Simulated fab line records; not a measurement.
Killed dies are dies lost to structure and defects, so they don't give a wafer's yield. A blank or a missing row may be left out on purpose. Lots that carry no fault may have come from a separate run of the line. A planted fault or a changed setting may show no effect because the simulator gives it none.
One fault seen from 2 desks | flow gf180mcu | every desk sees just its own numbers, and what lay behind them comes last

== THE METROLOGY DESK ==
What the gauges read, lot by lot, whatever tool the lot ran on: means of the sampled wafers that have a number. The brackets show how far a lot's mean lies from the usual mean; more than 4 standard deviations puts the lot out of limits, marked OUT.
Columns: A = POLY_GATE_CVD_00_THK at GF_POLY_GATE_THK_MEAS_01, usual 199.1 nm; B = cd-nm at GF_POLY_GATE_CD_MEAS_10, usual 280.5 nm; C = POLY_GATE_OVL at GF_POLY_GATE_OVL_MEAS_11, usual -2 nm
lot  | first seen here | A     | B     | C
L952 | day 8 13:44     | 198.8 | 281.7 | -1
L954 | day 9 03:39     | 198.9 | 279.3 | -2
L955 | day 9 12:26     | 200.1 | 281.8 | -4
L968 | day 13 09:41    | 198.1 | 280.5 | 2
L969 | day 13 22:04    | 198.5 | 279.8 | -0
L973 | day 14 23:20    | 198.4 | 281.2 | -3
Result from this desk: across the 6 lots, nothing is out of limits.

== TOOL OWNER'S DESK, rie-si-01 ==
The tool's own readings at GF_POLY_GATE_ETCH_13 (etches poly-Si in HBr/Cl2, stops on SiO2, target depth 198.5 nm, time 69.6 s): means of the sampled wafers that have a number, for each lot that ran on this tool. The brackets show how far a lot's mean lies from the usual mean; more than 4 standard deviations puts the lot out of limits, marked OUT.
Columns: A = drypump-motor-current-A at GF_POLY_GATE_ETCH_13, usual 5.9 A; B = oes-product-au at GF_POLY_GATE_ETCH_13, usual 0.987 a.u.; C = rf-fwd-power-W at GF_POLY_GATE_ETCH_13, usual 397.0 W; D = throttle-valve-pct at GF_POLY_GATE_ETCH_13, usual 33.685 %
lot  | first seen here | A   | B                | C               | D
L952 | day 9 06:14     | 5.4 | 0.984            | 397.8           | 33.686
L954 | day 9 20:59     | 5.5 | 0.982            | 398.0           | 33.686
L968 | day 14 06:07    | 5.5 | 0.945 (-6.4) OUT | 334.7 (-42) OUT | 33.675
L969 | day 14 19:01    | 5.5 | 0.943 (-6.7) OUT | 331.9 (-43) OUT | 33.683
This desk's verdict: out of limits on L968, L969, starting with L968 at day 14 06:07 (oes-product-au at GF_POLY_GATE_ETCH_13). L952, L954 stayed within limits.

== ALL TOGETHER ==
At day 14 06:07, on L968, L969, the tool owner's desk was in a position to raise an alarm.
At the metrology desk, nothing out of limits was observed.
The metrology desk holds a record of L968, L969, inside its limits.
The lots listed all ran GF_POLY_GATE_ETCH_13 on rie-si-01.

== WHAT WAS PUT IN BY THE SIMULATOR ==
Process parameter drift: rie-si-01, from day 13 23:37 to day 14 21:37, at GF_POLY_GATE_ETCH_13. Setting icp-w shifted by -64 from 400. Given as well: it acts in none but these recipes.
Struck lots among those shown: L968, L969.
How many hours passed from the start of the fault until each desk's first out-of-limits reading: the tool owner's desk, 6.
